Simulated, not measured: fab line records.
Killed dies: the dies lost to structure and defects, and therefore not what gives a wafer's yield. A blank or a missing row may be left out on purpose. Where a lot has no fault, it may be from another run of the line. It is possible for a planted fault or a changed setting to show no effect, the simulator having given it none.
The tool behind it: which one? :: flow sky130 :: 36 wafers from 12 lots sampled at 3 of the route's 708 steps

== WHAT EACH GAUGE READ, for each wafer ==
SKY_METAL5_THK_MEAS_06: measures by xrf. Usual: for METAL5_ALCU_THK the level is 1148 nm and the standard deviation is 11.
lot: L973
measured: day 43 02:43
on: film-metro-03
METAL5_ALCU_THK (nm): 1157 1165 1149
flag: 

lot: L974
measured: day 43 04:16
on: film-metro-03
METAL5_ALCU_THK (nm): 1141 1138 1138
flag: 

lot: L975
measured: day 43 09:25
on: film-metro-04
METAL5_ALCU_THK (nm): 1139 1143 1146
flag: 

lot: L976
measured: day 43 14:45
on: film-metro-03
METAL5_ALCU_THK (nm): 1148 1163 1144
flag: 

lot: L977
measured: day 43 21:41
on: film-metro-04
METAL5_ALCU_THK (nm): 1149 1150 1144
flag: 

lot: L980
measured: day 44 09:29
on: film-metro-03
METAL5_ALCU_THK (nm): 1129 1152 1140
flag: 

lot: L983
measured: day 45 05:28
on: film-metro-04
METAL5_ALCU_THK (nm): 1154 1145 1150
flag: 

lot: L990
measured: day 47 16:07
on: film-metro-03
METAL5_ALCU_THK (nm): 1145 1158 1149
flag: 

lot: L992
measured: day 47 17:08
on: film-metro-03
METAL5_ALCU_THK (nm): 1173 1177 1160
flag: 

lot: L991
measured: day 47 19:41
on: film-metro-01
METAL5_ALCU_THK (nm): 1130 1138 1138
flag: 

lot: L996
measured: day 48 19:26
on: film-metro-04
METAL5_ALCU_THK (nm): 1149 1168 1162
flag: 

lot: L995
measured: day 48 23:40
on: film-metro-01
METAL5_ALCU_THK (nm): 1147 1141 1138
flag: 

== WHICH TOOL RAN EACH LOT (tool, then ch and the chambers of the sampled wafers, then the start) ==
lot: L973
SKY_VIA1_CMP_24: cmp-02 ch 1,2,3, day 34 07:40
SKY_VIA4_SPUTTER_17: pvd-sputter-02, day 43 01:43

lot: L974
SKY_VIA1_CMP_24: cmp-01 ch 0,1,2, day 34 10:57
SKY_VIA4_SPUTTER_17: pvd-sputter-04, day 43 02:48

lot: L975
SKY_VIA1_CMP_24: cmp-02 ch 0,1, day 34 12:28
SKY_VIA4_SPUTTER_17: pvd-sputter-01, day 43 08:25

lot: L976
SKY_VIA1_CMP_24: cmp-02 ch 0,2,3, day 35 01:59
SKY_VIA4_SPUTTER_17: pvd-sputter-04, day 43 13:46

lot: L977
SKY_VIA1_CMP_24: cmp-01 ch 1,2,3, day 35 04:17
SKY_VIA4_SPUTTER_17: pvd-sputter-04, day 43 20:32

lot: L980
SKY_VIA1_CMP_24: cmp-01 ch 2,3, day 35 22:28
SKY_VIA4_SPUTTER_17: pvd-sputter-01, day 44 08:30

lot: L983
SKY_VIA1_CMP_24: cmp-01 ch 0,1, day 36 17:48
SKY_VIA4_SPUTTER_17: pvd-sputter-01, day 45 04:29

lot: L990
SKY_VIA1_CMP_24: cmp-02 ch 0,1,3, day 39 15:52
SKY_VIA4_SPUTTER_17: pvd-sputter-02, day 47 15:08

lot: L992
SKY_VIA1_CMP_24: cmp-01 ch 0,3, day 39 19:52
SKY_VIA4_SPUTTER_17: pvd-sputter-01, day 47 16:09

lot: L991
SKY_VIA1_CMP_24: cmp-01 ch 0,2,3, day 39 20:19
SKY_VIA4_SPUTTER_17: pvd-sputter-01, day 47 18:42

lot: L996
SKY_VIA1_CMP_24: cmp-02 ch 0,1,2, day 41 02:33
SKY_VIA4_SPUTTER_17: pvd-sputter-04, day 48 17:13

lot: L995
SKY_VIA1_CMP_24: cmp-02 ch 2,3, day 41 09:21
SKY_VIA4_SPUTTER_17: pvd-sputter-04, day 48 20:50
- SKY_VIA1_CMP_24: polishes, stops on SiO2, t overpolish 15 s, target thk 0 nm.
- SKY_VIA4_SPUTTER_17: material TiN, target thk 20 nm, time 80 s.

== WHAT THE TOOLS THEMSELVES READ (means of the sampled wafers that have a number; where no wafer has one, the mark that the record gives instead) ==
SKY_VIA1_CMP_24. Usual: motor-current-A 11.6 A, standard deviation 1; overpolish-run-s 15.000 s, standard deviation 0.0085; retaining-ring-pressure-frac 1.000, standard deviation 0.0053; slurry-flow-ml-min 150.0, standard deviation 0.48; time-to-endpoint-s 64.9 s, standard deviation 3.
lot: L973
tool: cmp-02
motor-current-A (A): 11.7
overpolish-run-s (s): 15.006
retaining-ring-pressure-frac: 0.997
slurry-flow-ml-min: 149.9
time-to-endpoint-s (s): 63.7
flag: 

lot: L974
tool: cmp-01
motor-current-A (A): 12.0
overpolish-run-s (s): 15.001
retaining-ring-pressure-frac: 0.998
slurry-flow-ml-min: 149.6
time-to-endpoint-s (s): 66.8
flag: 

lot: L975
tool: cmp-02
motor-current-A (A): 10.3
overpolish-run-s (s): 15.009
retaining-ring-pressure-frac: 0.998
slurry-flow-ml-min: 150.6
time-to-endpoint-s (s): 61.6
flag: 

lot: L976
tool: cmp-02
motor-current-A (A): 10.9
overpolish-run-s (s): 15.006
retaining-ring-pressure-frac: 1.003
slurry-flow-ml-min: 149.6
time-to-endpoint-s (s): 63.4
flag: 

lot: L977
tool: cmp-01
motor-current-A (A): 12.2
overpolish-run-s (s): 14.990
retaining-ring-pressure-frac: 1.000
slurry-flow-ml-min: 149.9
time-to-endpoint-s (s): 65.9
flag: 

lot: L980
tool: cmp-01
motor-current-A (A): 12.9
overpolish-run-s (s): 15.008
retaining-ring-pressure-frac: 1.003
slurry-flow-ml-min: 149.6
time-to-endpoint-s (s): 62.2
flag: 

lot: L983
tool: cmp-01
motor-current-A (A): 12.1
overpolish-run-s (s): 14.997
retaining-ring-pressure-frac: 0.996
slurry-flow-ml-min: 149.6
time-to-endpoint-s (s): 61.6
flag: 

lot: L990
tool: cmp-02
motor-current-A (A): 10.7
overpolish-run-s (s): 15.001
retaining-ring-pressure-frac: 1.004
slurry-flow-ml-min: 150.2
time-to-endpoint-s (s): 68.2
flag: 

lot: L992
tool: cmp-01
motor-current-A (A): 11.8
overpolish-run-s (s): 14.999
retaining-ring-pressure-frac: 1.004
slurry-flow-ml-min: 150.2
time-to-endpoint-s (s): 64.0
flag: 

lot: L991
tool: cmp-01
motor-current-A (A): 11.9
overpolish-run-s (s): 15.003
retaining-ring-pressure-frac: 0.998
slurry-flow-ml-min: 150.1
time-to-endpoint-s (s): 66.0
flag: 

lot: L996
tool: cmp-02
motor-current-A (A): 11.1
overpolish-run-s (s): 15.001
retaining-ring-pressure-frac: 1.001
slurry-flow-ml-min: 149.9
time-to-endpoint-s (s): 66.6
flag: 

lot: L995
tool: cmp-02
motor-current-A (A): 10.8
overpolish-run-s (s): 15.004
retaining-ring-pressure-frac: 1.003
slurry-flow-ml-min: 149.5
time-to-endpoint-s (s): 65.1
flag: 

SKY_VIA4_SPUTTER_17. Usual: throttle-valve-pct 30.0 %, standard deviation 0.74.
lot: L973
tool: pvd-sputter-02
throttle-valve-pct (%): 30.0
flag: 

lot: L974
tool: pvd-sputter-04
throttle-valve-pct (%): 30.1
flag: 

lot: L975
tool: pvd-sputter-01
throttle-valve-pct (%): 30.2
flag: 

lot: L976
tool: pvd-sputter-04
throttle-valve-pct (%): 30.4
flag: 

lot: L977
tool: pvd-sputter-04
throttle-valve-pct (%): 30.3
flag: 

lot: L980
tool: pvd-sputter-01
throttle-valve-pct (%): 30.3
flag: 

lot: L983
tool: pvd-sputter-01
throttle-valve-pct (%): 29.6
flag: 

lot: L990
tool: pvd-sputter-02
throttle-valve-pct (%): 29.6
flag: 

lot: L992
tool: pvd-sputter-01
throttle-valve-pct (%): 30.1
flag: 

lot: L991
tool: pvd-sputter-01
throttle-valve-pct (%): 29.9
flag: 

lot: L996
tool: pvd-sputter-04
throttle-valve-pct (%): 30.2
flag: 

lot: L995
tool: pvd-sputter-04
throttle-valve-pct (%): 30.1
flag: 

== THE ANSWER, worked out from the rows above alone ==
Rule: take the mean of a lot's wafers that have a number; if it is more than 3 standard deviations from the usual mean, the lot is off. Also off: a lot with no number at a reading for which 4 or more lots have one. All remaining lots with rows at the step are treated as sound. Order of review: gauges by route order, followed by the tools' own readings, for which a lot's mean as printed above is used. At the first step where some lot is off, the reading lying furthest off is the one used; lots without a number count as furthest.
Nothing can be told from this: no lot is off at any reading shown.

== WHAT THE SIMULATOR PUT IN ==
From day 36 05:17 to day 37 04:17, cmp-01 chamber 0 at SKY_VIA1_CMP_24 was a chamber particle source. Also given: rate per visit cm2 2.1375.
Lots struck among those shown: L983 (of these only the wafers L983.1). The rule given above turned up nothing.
